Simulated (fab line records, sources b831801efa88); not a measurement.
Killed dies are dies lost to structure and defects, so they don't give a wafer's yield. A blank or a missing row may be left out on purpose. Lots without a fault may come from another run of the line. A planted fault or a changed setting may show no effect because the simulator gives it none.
fab line records | flow sky130
record lots=13 wafers=39 last_day=50
route steps=708 shown CAP2M@607 VIA4@646 PAD_OPEN@708
lots that met no fault: from a run of the same line without faults
start_h: hours from the record's first day to the start of the lot's first wafer shown | wait_h: hours since the lot's step before | " the same as in the row above | L1.1+2: a row that stands for several wafers | - no value, or no start given | * or withheld: withheld | < > ~ a bound
route shown NAME@n: a module of which the file shows steps, and the number in the route of the first | usual: mean/standard deviation of fault-free wafers | same: alike in all rows | chamber/n: place in a boat | sites: the reading at each site | _std_site: their standard deviation | _edge_site: outer sites' mean less inner sites' | radius_mm: how far each site lies from the wafer's centre | mask NAME#n: copy n | behind: the tool/chamber that last shaped the wafer | hold: why the lot was held/for how many hours/how that ended | device: the transistor (n, p or np) that didn't switch | end of line: the same wafers' tests at the end of the route | a step without rows: its recipe alone | killed: dies lost to structure and defects at the first sort, not the wafer's yield | map: a wafer's dies, x killed, . not, _ none there
set.NAME: the setting as run; set.NAME@STEP: as run at that earlier step | model.NAME: the simulator's own value behind a step, which no gauge read
steps of the route over a sample of lots; a table a step, a row a wafer
services: from which hour (start_h, from the record's first day; less than 0 if before it) a tool's chamber was out of use, for how many hours, and why
## steps
# step SKY_CAP2M_THK_MEAS_04
# recipe thk_meas_gauge=xrf reads=TiN_of_CAP2M_SPUTTER_02
# usual CAP2M_TIN_THK=202.7/2.3
# columns lot.wafer tool chamber start_h wait_h CAP2M_TIN_THK[nm]
L760.4 film_metro-01 - 940.35 0.1 201.4
L760.5 " - " " 202.1
L760.6 " - " " 203.3
L762.4 film_metro-02 - 955.45 0.1 203.5
L762.5 " - " " 202.7
L762.6 " - " " 204.5
L763.3 film_metro-02 - 980.16 0.1 203.0
L763.4 " - " " 201.6
L763.6 " - " " 203.4
L765.1 film_metro-03 - 983.40 0.1 204.0
L765.4 " - " " 203.0
L765.5 " - " " 201.4
L766.3 film_metro-01 - 984.65 0.1 203.4
L766.5 " - " " 202.5
L766.6 " - " " 203.4
L767.3 film_metro-01 - 988.43 0.1 199.3
L767.5 " - " " 201.3
L767.6 " - " " 203.8
L768.1 film_metro-02 - 996.00 0.1 200.4
L768.3 " - " " 201.0
L768.5 " - " " 199.8
L771.1 film_metro-03 - 1016.13 0.1 198.0
L771.3 " - " " 199.2
L771.6 " - " " 199.5
L770.1 film_metro-03 - 1016.81 0.1 206.1
L770.2 " - " " 207.8
L770.4 " - " " 207.8
L772.2 film_metro-02 - 1026.42 0.1 199.8
L772.4 " - " " 199.1
L772.6 " - " " 199.7
L775.2 film_metro-03 - 1051.77 0.1 203.3
L775.3 " - " " 202.0
L775.4 " - " " 200.9
L776.2 film_metro-03 - 1055.89 0.1 202.4
L776.3 " - " " 200.8
L776.5 " - " " 201.6
L782.1 film_metro-02 - 1097.16 0.1 202.5
L782.4 " - " " 200.3
L782.5 " - " " 201.6
# step SKY_CAP2M_CLEAN_16
# recipe chemistry=IPA time_s=180 temp_c=25
# columns lot.wafer tool chamber start_h wait_h
L760.4+5+6 wet_bench-04 0 964.52 0.0
L762.4+5+6 wet_bench-03 0 979.80 0.0
L763.3+4+6 wet_bench-02 3 1003.65 0.0
L765.1+4+5 wet_bench-04 1 1006.92 0.0
L766.3+5+6 wet_bench-03 0 1008.39 0.0
L767.3+5+6 wet_bench-03 1 1011.82 0.0
L768.1+3+5 wet_bench-03 0 1019.50 0.0
L771.1+3+6 wet_bench-04 3 1039.19 0.0
L770.1+2+4 wet_bench-03 1 1040.00 0.0
L772.2+4+6 wet_bench-03 1 1049.17 0.0
L775.2+3+4 wet_bench-03 3 1073.12 0.0
L776.2+3+5 wet_bench-03 3 1077.37 0.0
L782.1+4+5 wet_bench-04 1 1116.52 0.0
# step SKY_VIA4_SOFTBAKE_07
# recipe temp_c=90 time_s=62.73 resist=NOVOLAK
# usual plate_sensor_t_centre_C=90.758/0.01 plate_sensor_t_edge_C=90.828/0.01
# columns lot.wafer tool chamber start_h wait_h plate_sensor_t_centre_C plate_sensor_t_edge_C
L760.4 litho_track-02 0 1002.34 0.1 90.774 90.805
L760.5 " 0 " " 90.764 90.830
L760.6 " 0 " " 90.739 90.800
L762.4 litho_track-02 0 1015.14 0.1 90.760 90.827
L762.5 " 0 " " 90.749 90.811
L762.6 " 0 " " 90.747 90.833
L763.3 litho_track-03 0 1039.58 0.1 90.769 90.828
L763.4 " 0 " " 90.760 90.825
L763.6 " 0 " " 90.758 90.837
L765.1 litho_track-02 0 1042.66 0.1 90.762 90.828
L765.4 " 0 " " 90.752 90.828
L765.5 " 0 " " 90.740 90.808
L766.3 litho_track-03 0 1044.43 0.1 90.739 90.840
L766.5 " 0 " " 90.753 90.828
L766.6 " 0 " " 90.749 90.842
L767.3 litho_track-03 0 1048.93 0.1 90.741 90.823
L767.5 " 0 " " 90.765 90.823
L767.6 " 0 " " 90.764 90.828
L768.1 litho_track-02 0 1054.86 0.1 90.753 90.830
L768.3 " 0 " " 90.762 90.828
L768.5 " 0 " " 90.741 90.835
L771.1 litho_track-01 0 1074.03 0.1 90.741 90.842
L771.3 " 0 " " 90.772 90.832
L771.6 " 0 " " 90.757 90.824
L770.1 litho_track-01 0 1074.63 0.1 90.770 90.846
L770.2 " 0 " " 90.763 90.847
L770.4 " 0 " " 90.755 90.817
L772.2 litho_track-02 0 1081.44 0.1 90.762 90.829
L772.4 " 0 " " 90.747 90.833
L772.6 " 0 " " 90.769 90.811
L775.2 litho_track-02 0 1106.44 0.1 90.759 90.834
L775.3 " 0 " " 90.759 90.846
L775.4 " 0 " " 90.755 90.820
L776.2 litho_track-03 0 1110.51 0.1 90.760 90.819
L776.3 " 0 " " 90.771 90.824
L776.5 " 0 " " 90.760 90.821
L782.1 litho_track-01 0 1145.48 0.1 90.752 90.826
L782.4 " 0 " " 90.760 90.843
L782.5 " 0 " " 90.723 90.823
# step SKY_VIA4_CVD_18
# recipe material=W target_thk_nm=505 time_s=152.14 temp_c=400 pressure_torr=40
# usual heater_power_w=847/60
# columns lot.wafer tool chamber start_h wait_h heater_power_w
L760.4 cvd_w-01 1 1014.03 0.1 890
L760.5 " 0 " " 732
L760.6 " 1 " " 878
L762.4 cvd_w-02 0 1027.73 0.1 878
L762.5 " 0 " " 863
L762.6 " 1 " " 851
L763.3 cvd_w-01 1 1051.98 0.1 895
L763.4 " 0 " " 760
L763.6 " 0 " " 747
L765.1 cvd_w-02 0 1054.59 0.0 870
L765.4 " 0 " " 882
L765.5 " 0 " " 870
L766.3 cvd_w-01 1 1056.71 0.1 890
L766.5 " 0 " " 746
L766.6 " 1 " " 884
L767.3 cvd_w-01 1 1060.00 0.1 890
L767.5 " 1 " " 905
L767.6 " 0 " " 729
L768.1 cvd_w-01 1 1066.12 0.0 890
L768.3 " 0 " " 739
L768.5 " 0 " " 756
L771.1 cvd_w-02 1 1084.51 0.0 877
L771.3 " 1 " " 876
L771.6 " 0 " " 895
L770.1 cvd_w-02 1 1085.11 0.0 876
L770.2 " 0 " " 881
L770.4 " 0 " " 870
L772.2 cvd_w-01 0 1092.75 0.0 738
L772.4 " 0 " " 739
L772.6 " 0 " " 740
L775.2 cvd_w-02 1 1117.63 0.0 845
L775.3 " 1 " " 867
L775.4 " 0 " " 891
L776.2 cvd_w-01 0 1121.62 0.0 746
L776.3 " 0 " " 763
L776.5 " 0 " " 747
L782.1 cvd_w-02 0 1156.54 0.0 893
L782.4 " 0 " " 890
L782.5 " 1 " " 869
# step SKY_PAD_OPEN_PROBE_99
# usual defect_limited_yield=82.1/1.8 killed_at_M0_to_M3=45/6.9 killed_at_M4_up=3.2/1.8 killed_at_contacts=25/5.3 killed_at_front_end=16/4.3 killed_at_other=0.2/0.52 killed_dies=88/8.7 killed_open=48/6.5 killed_short=40/6 sort_bin_3_pad_short=0.9/0.4 sort_bin_5_function=10.8/1.5 sort_bin_6_memory=6.3/1 sort_n_pass=404/8.7 sort_yield_pct=82.1/1.8
# same gross_dies=492 killed_at_back_side=0 sort_bin_4_leakage[%]=0 sort_bin_8_speed[%]=0
# columns lot.wafer tool chamber start_h wait_h hold defect_limited_yield[%] killed_at_M0_to_M3 killed_at_M4_up killed_at_contacts killed_at_front_end killed_at_other killed_dies killed_open killed_short sort_bin_3_pad_short[%] sort_bin_5_function[%] sort_bin_6_memory[%] sort_n_pass sort_yield_pct[%]
L760.4 prober-02 - 1083.43 0.2 - 79.9 41 5 31 21 1 99 54 43 1.0 13.0 6.1 393 79.9
L760.5 prober-02 - 1083.48 0.2 - 82.9 43 2 27 12 0 84 44 39 0.8 9.8 6.5 408 82.9
L760.6 prober-02 - 1083.53 0.2 - 83.9 43 1 21 14 0 79 43 35 1.0 9.1 5.9 413 83.9
L762.4 prober-02 - 1095.47 0.2 - 82.5 48 3 22 13 0 86 46 40 1.2 10.2 6.1 406 82.5
L762.5 prober-02 - 1095.52 0.2 - 83.1 39 5 24 15 0 83 42 41 0.6 10.2 6.1 409 83.1
L762.6 prober-02 - 1095.57 0.2 - 81.3 46 6 18 22 0 92 56 36 1.0 12.2 5.5 400 81.3
L763.3 prober-01 - 1111.43 0.2 - 82.9 45 2 25 12 0 84 53 31 1.2 10.4 5.5 408 82.9
L763.4 prober-01 - 1111.48 0.2 - 84.1 42 4 20 12 0 78 37 41 0.6 10.6 4.7 414 84.1
L763.6 prober-01 - 1111.58 0.2 - 81.7 52 3 20 15 0 90 35 52 0.4 11.6 6.3 402 81.7
L765.1 prober-01 - 1117.02 0.1 - 80.3 57 2 24 13 1 97 61 35 0.8 13.4 5.5 395 80.3
L765.4 prober-01 - 1117.17 0.2 - 83.7 46 2 18 14 0 80 45 34 0.4 9.1 6.7 412 83.7
L765.5 prober-01 - 1117.22 0.2 - 83.7 41 5 19 14 1 80 39 37 1.2 10.0 5.1 412 83.7
L766.3 prober-02 - 1117.99 0.2 - 80.5 53 7 25 11 0 96 50 43 0.6 12.8 6.1 396 80.5
L766.5 prober-02 - 1118.09 0.2 - 82.1 47 7 21 13 0 88 42 45 1.4 10.2 6.3 404 82.1
L766.6 prober-02 - 1118.14 0.2 - 81.3 53 4 20 15 0 92 36 55 1.4 10.8 6.5 400 81.3
L767.3 prober-01 - 1119.09 0.2 - 78.0 52 6 27 23 0 108 61 47 1.0 13.0 7.9 384 78.0
L767.5 prober-01 - 1119.19 0.2 - 78.0 52 7 24 25 0 108 59 49 1.4 14.0 6.5 384 78.0
L767.6 prober-01 - 1119.24 0.2 - 80.3 45 4 28 20 0 97 59 38 1.0 11.8 6.9 395 80.3
L768.1 prober-02 - 1126.96 0.1 - 81.7 32 5 35 18 0 90 50 40 0.6 11.2 6.5 402 81.7
L768.3 prober-02 - 1127.06 0.2 - 78.0 50 4 38 16 0 108 62 46 1.6 13.8 6.5 384 78.0
L768.5 prober-02 - 1127.16 0.2 - 81.3 45 6 26 15 0 92 53 39 0.8 11.0 6.9 400 81.3
L771.1 prober-02 - 1150.53 0.1 - 83.5 40 2 24 14 1 81 45 36 1.4 8.9 6.1 411 83.5
L771.3 prober-02 - 1150.63 0.2 - 82.3 43 4 30 10 0 87 47 39 1.4 10.0 6.3 405 82.3
L771.6 prober-02 - 1150.78 0.2 - 83.5 43 0 27 11 0 81 47 34 0.4 9.3 6.7 411 83.5
L770.1 prober-01 - 1151.74 0.1 - 85.8 38 0 12 20 0 70 34 35 0.4 8.5 5.3 422 85.8
L770.2 prober-01 - 1151.79 0.1 - 82.3 46 1 19 21 0 87 55 31 0.8 11.0 5.9 405 82.3
L770.4 prober-01 - 1151.89 0.2 - 84.3 36 1 20 19 1 77 38 38 1.0 8.9 5.7 415 84.3
L772.2 prober-02 - 1158.15 0.1 await_dispo/1.9h/release 73.4 45 3 17 20 46 131 44 41 2.0 15.4 9.1 361 73.4
L772.4 prober-02 - 1158.25 0.2 await_dispo/1.9h/release 73.8 48 1 24 12 44 129 48 37 2.6 16.5 7.1 363 73.8
L772.6 prober-02 - 1158.35 0.2 await_dispo/1.9h/release 75.0 34 2 23 15 49 123 42 31 2.6 16.1 6.3 369 75.0
L775.2 prober-01 - 1176.59 0.1 - 78.0 36 5 34 14 19 108 48 41 1.8 14.2 5.9 384 78.0
L775.3 prober-01 - 1176.64 0.2 - 77.4 43 4 21 19 24 111 53 34 1.4 13.4 7.7 381 77.4
L775.4 prober-01 - 1176.69 0.2 - 78.5 51 2 15 17 21 106 46 39 1.4 13.2 6.9 386 78.5
L776.2 prober-02 - 1179.88 0.1 await_dispo/2.8h/release 75.8 51 2 30 12 24 119 50 45 2.0 14.8 7.3 373 75.8
L776.3 prober-02 - 1179.93 0.2 await_dispo/2.8h/release 79.7 33 1 27 16 23 100 37 41 2.0 13.0 5.3 392 79.7
L776.5 prober-02 - 1180.03 0.2 await_dispo/2.8h/release 77.4 46 3 26 14 22 111 56 33 2.0 15.0 5.5 381 77.4
L782.1 prober-01 - 1207.96 0.1 - 82.3 44 2 24 17 0 87 51 36 0.6 11.2 5.9 405 82.3
L782.4 prober-01 - 1208.11 0.2 - 84.1 38 2 22 15 1 78 45 33 0.4 11.0 4.5 414 84.1
L782.5 prober-01 - 1208.16 0.2 - 80.3 47 5 21 24 0 97 60 36 1.2 10.8 7.7 395 80.3
# killed by level:class
L760.4 VIA1:geometric_particle:open=10 VIA3:geometric_particle:open=10 CONTACT:geometric_particle:open=9 LI_CONTACT:geometric_particle:open=8 LI_CONTACT:geometric_particle:short=8 POLY_GATE:geometric_particle:open=7 POLY_GATE:geometric_particle:short=5 CONTACT:geometric_particle:short=4
L760.5 VIA1:geometric_particle:open=10 CONTACT:geometric_particle:open=8 VIA2:geometric_particle:open=6 LI_CONTACT:geometric_particle:open=6 LOCAL_INTERCONNECT:geometric_particle:short=5 VIA1:geometric_particle:short=5 VIA2:geometric_particle:short=5 CONTACT:geometric_particle:short=4
L760.6 VIA1:geometric_particle:open=11 CONTACT:geometric_particle:short=9 VIA3:geometric_particle:open=9 VIA1:geometric_particle:short=8 CONTACT:geometric_particle:open=5 LI_CONTACT:geometric_particle:open=4 METAL2:geometric_particle:short=4 FIELD_ISO:geometric_particle:open=3
L762.4 VIA1:geometric_particle:open=16 CONTACT:geometric_particle:open=8 VIA1:geometric_particle:short=7 LOCAL_INTERCONNECT:geometric_particle:short=6 METAL2:geometric_particle:short=6 POLY_GATE:geometric_particle:short=4 LI_CONTACT:geometric_particle:open=4 VIA3:geometric_particle:open=4
L762.5 VIA1:geometric_particle:open=9 LOCAL_INTERCONNECT:geometric_particle:short=7 VIA1:geometric_particle:short=7 VIA2:geometric_particle:open=7 LI_CONTACT:geometric_particle:open=6 CONTACT:geometric_particle:open=6 CONTACT:geometric_particle:short=4 METAL4:geometric_particle:short=4
L762.6 VIA1:geometric_particle:open=18 CONTACT:geometric_particle:open=8 FIELD_ISO:geometric_particle:short=7 VIA2:geometric_particle:open=7 VIA3:geometric_particle:open=7 LI_CONTACT:geometric_particle:open=6 VIA1:geometric_particle:short=5 FIELD_ISO:geometric_particle:open=4
L763.3 CONTACT:geometric_particle:open=13 VIA1:geometric_particle:open=9 LI_CONTACT:geometric_particle:open=8 VIA3:geometric_particle:open=7 FIELD_ISO:geometric_particle:short=6 VIA2:geometric_particle:open=6 METAL2:geometric_particle:short=5 METAL1:geometric_particle:short=4
L763.4 CONTACT:geometric_particle:open=8 VIA1:geometric_particle:open=7 VIA2:geometric_particle:open=6 CONTACT:geometric_particle:short=5 VIA2:geometric_particle:short=5 METAL1:geometric_particle:short=4 METAL2:geometric_particle:short=4 METAL3:geometric_particle:short=4
L763.6 VIA2:geometric_particle:open=10 METAL1:geometric_particle:short=10 VIA1:geometric_particle:open=8 LOCAL_INTERCONNECT:geometric_particle:short=6 METAL3:geometric_particle:short=6 LI_CONTACT:geometric_particle:short=5 VIA1:geometric_particle:short=5 METAL2:geometric_particle:short=5
L765.1 VIA1:geometric_particle:open=14 CONTACT:geometric_particle:open=10 VIA3:geometric_particle:open=9 LI_CONTACT:geometric_particle:open=8 VIA1:geometric_particle:short=7 METAL1:geometric_particle:short=5 METAL2:geometric_particle:open=5 VIA3:geometric_particle:short=5
L765.4 VIA1:geometric_particle:open=11 VIA3:geometric_particle:open=10 FIELD_ISO:geometric_particle:open=6 LI_CONTACT:geometric_particle:open=5 METAL1:geometric_particle:short=5 METAL2:geometric_particle:short=5 LOCAL_INTERCONNECT:geometric_particle:short=4 CONTACT:geometric_particle:open=4
L765.5 VIA3:geometric_particle:open=10 CONTACT:geometric_particle:open=7 VIA1:geometric_particle:short=7 METAL1:geometric_particle:short=6 VIA2:geometric_particle:open=6 METAL2:geometric_particle:short=5 LI_CONTACT:geometric_particle:open=4 LOCAL_INTERCONNECT:geometric_particle:short=4
L766.3 VIA1:geometric_particle:open=13 VIA2:geometric_particle:open=8 LI_CONTACT:geometric_particle:open=6 CONTACT:geometric_particle:short=6 METAL4:geometric_particle:short=6 METAL1:geometric_particle:short=5 METAL2:geometric_particle:short=5 VIA3:geometric_particle:open=5
L766.5 CONTACT:geometric_particle:open=8 VIA3:geometric_particle:open=7 METAL1:geometric_particle:short=6 VIA1:geometric_particle:open=6 METAL2:geometric_particle:short=6 VIA2:geometric_particle:open=6 VIA1:geometric_particle:short=5 METAL4:geometric_particle:short=5
L766.6 METAL2:geometric_particle:short=13 POLY_GATE:geometric_particle:short=8 VIA1:geometric_particle:open=8 VIA2:geometric_particle:open=7 VIA3:geometric_particle:open=6 LI_CONTACT:geometric_particle:short=5 POLY_GATE:geometric_particle:open=4 METAL1:geometric_particle:short=4
L767.3 VIA1:geometric_particle:open=17 LI_CONTACT:geometric_particle:open=10 FIELD_ISO:geometric_particle:open=8 METAL1:geometric_particle:short=8 CONTACT:geometric_particle:open=7 CONTACT:geometric_particle:short=7 VIA2:geometric_particle:open=6 VIA2:geometric_particle:short=5
L767.5 VIA1:geometric_particle:open=11 LI_CONTACT:geometric_particle:open=11 VIA3:geometric_particle:open=7 FIELD_ISO:geometric_particle:open=6 FIELD_ISO:geometric_particle:short=6 POLY_GATE:geometric_particle:short=6 METAL2:geometric_particle:open=6 METAL1:geometric_particle:short=5
L767.6 LI_CONTACT:geometric_particle:open=12 VIA2:geometric_particle:open=10 FIELD_ISO:geometric_particle:open=9 CONTACT:geometric_particle:open=7 VIA1:geometric_particle:open=7 METAL1:geometric_particle:short=6 FIELD_ISO:geometric_particle:short=5 VIA3:geometric_particle:open=5
L768.1 LI_CONTACT:geometric_particle:open=12 VIA1:geometric_particle:open=10 CONTACT:geometric_particle:open=9 FIELD_ISO:geometric_particle:short=7 LOCAL_INTERCONNECT:geometric_particle:short=6 VIA1:geometric_particle:short=5 METAL4:geometric_particle:short=4 VIA2:geometric_particle:open=4
L768.3 VIA1:geometric_particle:open=15 CONTACT:geometric_particle:open=13 LI_CONTACT:geometric_particle:open=9 CONTACT:geometric_particle:short=7 VIA3:geometric_particle:open=6 VIA2:geometric_particle:open=6 METAL1:geometric_particle:short=5 METAL2:geometric_particle:short=5
L768.5 VIA1:geometric_particle:open=13 CONTACT:geometric_particle:open=7 VIA3:geometric_particle:open=7 LI_CONTACT:geometric_particle:open=6 METAL2:geometric_particle:short=6 POLY_GATE:geometric_particle:open=5 CONTACT:geometric_particle:short=5 METAL4:geometric_particle:short=5
L771.1 VIA1:geometric_particle:open=11 LI_CONTACT:geometric_particle:open=8 CONTACT:geometric_particle:open=7 VIA3:geometric_particle:open=6 METAL1:geometric_particle:short=5 VIA1:geometric_particle:short=5 POLY_GATE:geometric_particle:open=4 LOCAL_INTERCONNECT:geometric_particle:short=4
L771.3 LI_CONTACT:geometric_particle:open=11 CONTACT:geometric_particle:open=8 METAL1:geometric_particle:short=8 VIA1:geometric_particle:open=6 VIA3:geometric_particle:open=6 VIA1:geometric_particle:short=5 VIA2:geometric_particle:open=5 VIA3:geometric_particle:short=5
L771.6 LI_CONTACT:geometric_particle:open=12 VIA1:geometric_particle:open=11 VIA3:geometric_particle:open=7 VIA1:geometric_particle:short=5 VIA2:geometric_particle:open=5 FIELD_ISO:geometric_particle:short=4 LI_CONTACT:geometric_particle:short=4 CONTACT:geometric_particle:short=4
L770.1 METAL2:geometric_particle:short=8 VIA3:geometric_particle:open=8 POLY_GATE:geometric_particle:short=6 POLY_GATE:geometric_particle:open=5 LI_CONTACT:geometric_particle:open=5 VIA1:geometric_particle:open=5 METAL1:geometric_particle:short=4 FIELD_ISO:geometric_particle:short=3
L770.2 VIA1:geometric_particle:open=12 VIA3:geometric_particle:open=11 LI_CONTACT:geometric_particle:open=6 CONTACT:geometric_particle:open=6 VIA2:geometric_particle:open=6 FIELD_ISO:geometric_particle:open=5 SPACER:geometric_particle:short=4 METAL1:geometric_particle:short=4
L770.4 METAL1:geometric_particle:short=10 LI_CONTACT:geometric_particle:open=9 VIA1:geometric_particle:short=6 VIA1:geometric_particle:open=6 FIELD_ISO:geometric_particle:open=5 POLY_GATE:geometric_particle:short=4 CONTACT:geometric_particle:open=4 POLY_GATE:geometric_particle:open=3
L772.2 CAP2M:unspecified=46 FIELD_ISO:geometric_particle:open=8 VIA1:geometric_particle:open=8 LOCAL_INTERCONNECT:geometric_particle:short=6 VIA1:geometric_particle:short=6 METAL2:geometric_particle:short=6 VIA2:geometric_particle:open=6 POLY_GATE:geometric_particle:short=5
L772.4 CAP2M:unspecified=44 VIA2:geometric_particle:open=11 CONTACT:geometric_particle:open=9 VIA1:geometric_particle:open=9 METAL1:geometric_particle:short=7 LI_CONTACT:geometric_particle:open=6 VIA1:geometric_particle:short=5 POLY_GATE:geometric_particle:short=4
L772.6 CAP2M:unspecified=49 LI_CONTACT:geometric_particle:open=8 VIA3:geometric_particle:open=7 VIA1:geometric_particle:open=7 CONTACT:geometric_particle:short=6 CONTACT:geometric_particle:open=6 POLY_GATE:geometric_particle:open=4 VIA1:geometric_particle:short=4
L775.2 CAP2M:unspecified=19 CONTACT:geometric_particle:open=13 LI_CONTACT:geometric_particle:open=7 CONTACT:geometric_particle:short=7 VIA1:geometric_particle:open=7 VIA2:geometric_particle:open=5 FIELD_ISO:geometric_particle:open=4 LI_CONTACT:geometric_particle:short=4
L775.3 CAP2M:unspecified=24 VIA1:geometric_particle:open=11 VIA1:geometric_particle:short=10 LI_CONTACT:geometric_particle:open=8 CONTACT:geometric_particle:open=7 METAL2:geometric_particle:short=6 VIA3:geometric_particle:open=6 POLY_GATE:geometric_particle:open=5
L775.4 CAP2M:unspecified=21 VIA1:geometric_particle:open=14 METAL1:geometric_particle:short=8 POLY_GATE:geometric_particle:short=6 VIA1:geometric_particle:short=6 VIA2:geometric_particle:open=6 METAL3:geometric_particle:short=5 CONTACT:geometric_particle:open=5
L776.2 CAP2M:unspecified=24 VIA1:geometric_particle:open=12 CONTACT:geometric_particle:open=10 VIA2:geometric_particle:open=9 METAL2:geometric_particle:short=8 CONTACT:geometric_particle:short=7 POLY_GATE:geometric_particle:short=6 LI_CONTACT:geometric_particle:open=6
L776.3 CAP2M:unspecified=22 CONTACT:geometric_particle:open=10 METAL2:geometric_particle:short=8 FIELD_ISO:geometric_particle:short=6 LI_CONTACT:geometric_particle:short=6 VIA1:geometric_particle:open=6 LI_CONTACT:geometric_particle:open=5 FIELD_ISO:geometric_particle:open=3
L776.5 CAP2M:unspecified=22 CONTACT:geometric_particle:open=13 VIA3:geometric_particle:open=10 LI_CONTACT:geometric_particle:open=8 VIA1:geometric_particle:open=8 VIA2:geometric_particle:open=7 METAL1:geometric_particle:short=5 METAL2:geometric_particle:short=5
L782.1 VIA1:geometric_particle:open=11 FIELD_ISO:geometric_particle:open=7 VIA2:geometric_particle:open=7 LOCAL_INTERCONNECT:geometric_particle:short=7 LI_CONTACT:geometric_particle:open=6 METAL2:geometric_particle:short=6 POLY_GATE:geometric_particle:open=5 CONTACT:geometric_particle:open=5
L782.4 CONTACT:geometric_particle:open=13 VIA1:geometric_particle:open=9 VIA3:geometric_particle:open=9 METAL2:geometric_particle:short=6 POLY_GATE:geometric_particle:short=5 VIA1:geometric_particle:short=5 METAL3:geometric_particle:short=4 FIELD_ISO:geometric_particle:open=3
L782.5 VIA1:geometric_particle:open=13 VIA2:geometric_particle:open=9 CONTACT:geometric_particle:open=8 FIELD_ISO:geometric_particle:short=7 LI_CONTACT:geometric_particle:open=7 FIELD_ISO:geometric_particle:open=6 METAL1:geometric_particle:short=6 CONTACT:geometric_particle:short=5
## services
# columns tool chamber start_h hours kind
wet_bench-03 - 993.02 1.6 repair
cvd_w-01 - 995.15 5.5 repair
cvd_w-01 - 1008.58 2.8 pm
wet_bench-02 - 1012.15 4.4 pm
wet_bench-04 - 1016.22 1.6 repair
cvd_w-02 - 1056.23 28.1 pm
cvd_w-01 - 1084.86 6.9 pm
cvd_w-01 1 1093.99 13.8 repair
## key
first_sign step=SKY_PAD_OPEN_PROBE_99 reading=killed_at_other direction=up sigmas=30 usual=0.2 struck=30.2
effect step=SKY_PAD_OPEN_PROBE_99 reading=defect_limited_yield direction=down sigmas=3.1 usual=82.1 struck=76.6 wafers_moved=6
met_at SKY_CAP2M_CLEAN_16
struck_lots L772,L775,L776
not_acting_at SKY_CAP2M_THK_MEAS_04,SKY_VIA4_SOFTBAKE_07,SKY_VIA4_CVD_18
onset_between 1040.00 1049.17
fault kind=chamber_particle_source tool=wet_bench-03 chamber=- onset_h=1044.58 steps=SKY_CAP2M_CLEAN_16 rate_per_visit_cm2=0.63231 end_h=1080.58
